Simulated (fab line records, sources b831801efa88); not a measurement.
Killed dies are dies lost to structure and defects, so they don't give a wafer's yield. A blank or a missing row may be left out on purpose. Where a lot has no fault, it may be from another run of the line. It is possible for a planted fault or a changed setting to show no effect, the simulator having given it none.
Chamber matching ; flow sky130 ; 3 sister chambers for SKY_CONTACT_HDPCVD_02 on hdpcvd-02
The step deposits SiO2, target thk 565 nm, time 94.2 s. 6 wafers are shown with their chamber, then 7 later ones without.

== WAFERS, EACH WITH ITS CHAMBER ==
wafer;chamber;susceptor temp C (C)
L523.3;2;599.64
L524.1;0;600.00
L524.2;2;600.46
L524.5;0;600.09
L528.3;1;599.75
L528.4;1;600.04

== WAFERS WHOSE CHAMBER IS MISSING ==
wafer;susceptor temp C (C)
L528.5;600.01
L537.2;600.16
L537.4;599.78
L537.5;600.22
L539.3;599.55
L539.5;600.15
L539.6;600.27

== EACH ONE'S CHAMBER ==
wafer;from the rows above;in truth
L528.5;can't be placed: 0 or 2 or 1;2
L537.2;can't be placed: 2 or 0 or 1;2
L537.4;can't be placed: 1 or 0 or 2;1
L537.5;can't be placed: 2 or 0 or 1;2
L539.3;can't be placed: 1 or 0 or 2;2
L539.5;can't be placed: 2 or 0 or 1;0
L539.6;can't be placed: 2 or 0 or 1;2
Placed correctly: 0 of 7. Not placeable from these rows: 7 (in 7, the candidates include the true chamber). Number placed wrongly: 0.
How it was worked out, from the rows above alone: a wafer's distance from a chamber is the root of the sum, over the readings, of the square of ((its reading less the chamber's mean) divided by the reading's scatter). If the next closest chamber is less than 2 further off than the closest, the wafer can't be placed; otherwise it belongs to the closest. Each chamber's mean is taken over the wafers shown for it. The scatter: take each reading less its chamber's mean, square it, sum over the shown wafers, divide by the number of wafers less the number of chambers, and take the root.
